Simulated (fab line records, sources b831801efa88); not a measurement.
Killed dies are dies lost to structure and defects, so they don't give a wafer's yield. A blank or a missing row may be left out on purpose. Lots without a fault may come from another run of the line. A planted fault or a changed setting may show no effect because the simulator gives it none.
Chamber matching | flow gf180mcu | GF_V2_CMP_26 on cmp-02: 4 sister chambers
The step polishes, stops on SiO2, t overpolish 15 s, target thk 0 nm. 8 wafers are shown with their chamber, then 7 later ones without.

WAFERS WITH THEIR CHAMBER
wafer  | chamber | motor_current_A (A) | edge_zone_pressure_frac
L890.2 | 3       | 9.7                 | 0.996
L890.3 | 0       | 11.6                | 1.000
L890.4 | 2       | 11.9                | 1.000
L898.1 | 2       | 11.8                | 0.999
L898.2 | 3       | 9.7                 | 0.994
L898.6 | 1       | 11.9                | 1.002
L899.1 | 0       | 11.5                | 0.996
L899.2 | 1       | 10.9                | 1.000

WAFERS WITHOUT THEIR CHAMBER
wafer  | motor_current_A (A) | edge_zone_pressure_frac
L899.5 | 11.4                | 1.001
L901.1 | 12.4                | 0.990
L901.3 | 11.9                | 1.004
L901.4 | 9.8                 | 0.998
L902.1 | 10.7                | 0.998
L902.5 | 10.7                | 1.000
L902.6 | 10.9                | 0.994

WHICH CHAMBER EACH WENT THROUGH
wafer  | from the rows above               | in truth
L899.5 | can't be placed: 1 or 2 or 0      | 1
L901.1 | can't be placed: 0 or 2 or 1      | 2
L901.3 | can't be placed: 1 or 2 or 0      | 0
L901.4 | 3                                 | 3
L902.1 | can't be placed: 0 or 1 or 3 or 2 | 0
L902.5 | can't be placed: 1 or 0 or 2 or 3 | 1
L902.6 | can't be placed: 0 or 3 or 2 or 1 | 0
Placed correctly: 1 of 7. Can't be placed from these rows: 6 (the true chamber is among the candidates in 6). Placed wrongly: 0.
How it was worked out, from the rows above alone: a wafer's distance from a chamber is the root of the sum, over the readings, of the square of ((its reading less the chamber's mean) divided by the reading's scatter). The wafer belongs to the nearest chamber; if the next one is less than 2 further off, it can't be placed. A chamber's mean is the mean of its shown wafers. The scatter: the root of (the sum of the squares of (reading less its chamber's mean) over the shown wafers, divided by (wafers less chambers)).
